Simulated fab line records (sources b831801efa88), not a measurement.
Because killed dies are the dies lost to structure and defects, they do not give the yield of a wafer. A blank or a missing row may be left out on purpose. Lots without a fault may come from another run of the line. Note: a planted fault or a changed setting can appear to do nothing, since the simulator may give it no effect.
Which tool was responsible? | flow sky130 | 13 lots, 39 wafers sampled, at 3 steps of a route of 708

WHAT THE GAUGES SHOWED, per wafer
SKY_POLY_CUT_OVL_MEAS_09.
lot  | measured     | on         | POLY_CUT_OVL (nm)
L435 | day 24 20:09 | overlay-01 | 2 2 2
L437 | day 25 13:04 | overlay-02 | -6 -2 3
L439 | day 26 08:06 | overlay-02 | -2 3 -5
L440 | day 26 13:42 | overlay-01 | -4 5 -1
L441 | day 27 00:11 | overlay-02 | -1 -6 -6
L442 | day 27 16:48 | overlay-02 | -1 2 2
L447 | day 29 04:28 | overlay-01 | -7 -4 -2
L448 | day 29 09:32 | overlay-01 | 4 1 4
L454 | day 31 02:06 | overlay-01 | 0 3 -1
L453 | day 31 07:54 | overlay-01 | -2 0 -5
L455 | day 31 16:40 | overlay-02 | -1 -1 3
L456 | day 31 23:48 | overlay-01 | -3 4 4
L457 | day 32 04:25 | overlay-01 | -5 1 2

SKY_SD_N_CD_MEAS_07 targets a cd of 380 nm.
lot  | measured     | on        | cd_nm (nm)
L435 | day 28 12:54 | cd_sem-02 | 378.2 379.0 376.5
L437 | day 29 04:26 | cd_sem-01 | 385.0 382.8 384.1
L439 | day 30 00:48 | cd_sem-02 | 379.5 378.7 377.7
L440 | day 30 06:01 | cd_sem-01 | 377.9 382.3 382.8
L441 | day 30 13:47 | cd_sem-01 | 378.4 380.8 382.4
L442 | day 31 08:07 | cd_sem-02 | 380.1 383.4 383.6
L447 | day 32 16:26 | cd_sem-02 | 378.2 378.5 376.0
L448 | day 32 20:52 | cd_sem-01 | 379.6 378.7 379.4
L454 | day 34 09:57 | cd_sem-02 | 376.8 379.5 380.0
L453 | day 34 16:05 | cd_sem-02 | 381.7 380.7 379.4
L455 | day 34 23:44 | cd_sem-02 | 379.4 381.9 381.9
L456 | day 35 07:21 | cd_sem-01 | 376.0 375.3 376.4
L457 | day 35 11:13 | cd_sem-01 | 380.5 380.7 381.8

TOOL THAT RAN EACH LOT (tool first, then ch and the chambers of the sampled wafers, then the start)
lot  | SKY_LDD_HVP_STRIP_09
L435 | plasma_asher-01 ch 0,1, day 22 03:16
L437 | plasma_asher-02 ch 0,1, day 22 22:22
L439 | plasma_asher-02 ch 0,1, day 23 16:50
L440 | plasma_asher-02 ch 0,1, day 23 23:17
L441 | plasma_asher-01 ch 0,1, day 24 10:00
L442 | plasma_asher-02 ch 0,1, day 25 03:31
L447 | plasma_asher-01 ch 0,1, day 26 15:34
L448 | plasma_asher-01 ch 0,1, day 26 21:11
L454 | plasma_asher-03 ch 1, day 28 14:58
L453 | plasma_asher-02 ch 0,1, day 28 18:20
L455 | plasma_asher-02 ch 0,1, day 29 05:10
L456 | plasma_asher-01 ch 0,1, day 29 14:05
L457 | plasma_asher-02 ch 0,1, day 29 18:14
- SKY_LDD_HVP_STRIP_09: strips in O2/N2.

AS READ BY THE TOOLS THEMSELVES (means over the sampled wafers that have a number; for cases with no such wafer, the mark the record gives instead)
SKY_LDD_HVP_STRIP_09.
lot  | tool            | drypump_motor_current_A (A) | oes_product_au (a.u.) | strip_time_to_endpoint_s (s)
L435 | plasma_asher-01 | 6.0                         | 0.407                 | 4.135
L437 | plasma_asher-02 | 5.6                         | 0.408                 | 4.119
L439 | plasma_asher-02 | 5.6                         | 0.409                 | 4.146
L440 | plasma_asher-02 | 5.6                         | 0.411                 | 4.129
L441 | plasma_asher-01 | 6.2                         | 0.409                 | 4.147
L442 | plasma_asher-02 | 6.1                         | 0.407                 | 4.102
L447 | plasma_asher-01 | 6.2                         | 0.411                 | 4.130
L448 | plasma_asher-01 | 6.2                         | 0.408                 | 4.144
L454 | plasma_asher-03 | 5.7                         | 0.405                 | 4.131
L453 | plasma_asher-02 | 5.6                         | 0.409                 | 4.130
L455 | plasma_asher-02 | 5.6                         | 0.407                 | 4.129
L456 | plasma_asher-01 | 6.2                         | 0.408                 | 4.163
L457 | plasma_asher-02 | 6.1                         | 0.409                 | 4.138

THE ANSWER, worked out from the rows above alone
Rule: what is usual is taken from the lots themselves. Put in order of their means at a reading, lots are off if they are a third of the lots or fewer, leave a main group of 4 or more, and stand apart from it by a gap of 3 or more times the standard deviation of the main group's means; of several such gaps the widest counts. Not used: any main group whose means are identical at the precision the tables above print for the reading. Also off: a lot with no number at a reading for which 4 or more lots have one. All remaining lots with rows at the step are treated as sound. First the gauges in route order, then the tools' own readings, where a lot's mean is used as printed above. At the first step where some lot is off, the reading lying furthest off is the one used; lots without a number count as furthest.
Nothing can be told from this: no lot is off at any reading shown.

WHAT HAD BEEN PUT IN BY THE SIMULATOR
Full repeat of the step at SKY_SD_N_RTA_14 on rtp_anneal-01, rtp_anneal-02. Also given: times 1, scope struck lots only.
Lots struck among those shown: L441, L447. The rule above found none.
